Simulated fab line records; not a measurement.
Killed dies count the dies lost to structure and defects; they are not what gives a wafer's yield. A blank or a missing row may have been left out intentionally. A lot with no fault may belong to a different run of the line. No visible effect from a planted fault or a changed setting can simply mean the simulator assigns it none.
2 desks looking at one fault    flow gf180mcu    what lay behind the numbers comes last; until then each desk has only its own

FOR THE TOOL OWNER'S DESK: rtp_anneal-02
Per lot that ran on this tool, the mean of the sampled wafers carrying a number, from the tool's own readings at GF_SALICIDE_RTA_06 (time 30 s). The brackets show how far a lot's mean lies from the usual mean; more than 4 standard deviations puts the lot out of limits, marked OUT.
Columns: A = chamber_o2_ppm at GF_SALICIDE_RTA_06, usual 2.000; B = lamp_power_pct at GF_SALICIDE_RTA_06, usual 6.51 %; C = wafer_temp_C_max at GF_SALICIDE_RTA_06, usual 531.8
lot   first seen here  A                          B     C
L164  day 15 05:21     1.981                      6.62  531.5
L165  day 15 17:19     1.975                      6.63  531.9
L168  day 16 16:44     2.015                      6.63  531.4
L169  day 17 09:26     2.013                      6.63  531.9
L170  day 17 22:42     2.008                      6.62  531.4
L171  day 18 03:55     1.997                      6.63  531.5
L175  day 19 16:34     301.997 (+99 or more) OUT  6.62  531.4
L176  day 20 03:07     302.017 (+99 or more) OUT  6.63  531.4
L183  day 22 06:42     2.029                      6.63  531.4
L185  day 23 06:55     2.026                      6.63  531.5
This desk's verdict: out of limits on L175, L176, starting with L175 at day 19 16:34 (chamber_o2_ppm at GF_SALICIDE_RTA_06). Within limits: L164, L165, L168, L169, L170, L171, L183, L185.

AT THE METROLOGY DESK
What the gauges read, lot by lot, whatever tool the lot ran on: means of the sampled wafers that have a number. The brackets show how far a lot's mean lies from the usual mean; more than 4 standard deviations puts the lot out of limits, marked OUT.
Columns: A = V2_OVL at GF_V2_OVL_MEAS_15, usual 3 nm
lot   first seen here  A
L164  day 20 07:10     2
L165  day 20 20:39     5
L168  day 21 22:04     -2
L169  day 22 13:43     3
L170  day 23 03:19     2
L171  day 23 08:54     9
L174  day 24 10:34     4
L175  day 24 18:54     -5
L176  day 25 03:27     6
L182  day 27 02:10     4
L183  day 27 02:55     1
L184  day 27 12:49     0
L186  day 27 20:03     -1
L185  day 28 00:52     -5
Finding of this desk: none of the 14 lots has anything out of limits.

PUT TOGETHER
On L175, L176, at day 19 16:34, an alarm was possible from the tool owner's desk.
From the metrology desk's view, nothing was out of limits.
The metrology desk has L175, L176 on record, within its limits.
Of the lots named, all ran GF_SALICIDE_RTA_06 on rtp_anneal-02.

WHAT HAD BEEN PUT IN BY THE SIMULATOR
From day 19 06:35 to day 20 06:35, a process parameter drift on rtp_anneal-02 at GF_SALICIDE_RTA_06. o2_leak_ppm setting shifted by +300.
Shown lots that were struck: L175, L176.
How many hours passed from the start of the fault until each desk's first out-of-limits reading: the tool owner's desk, 10.
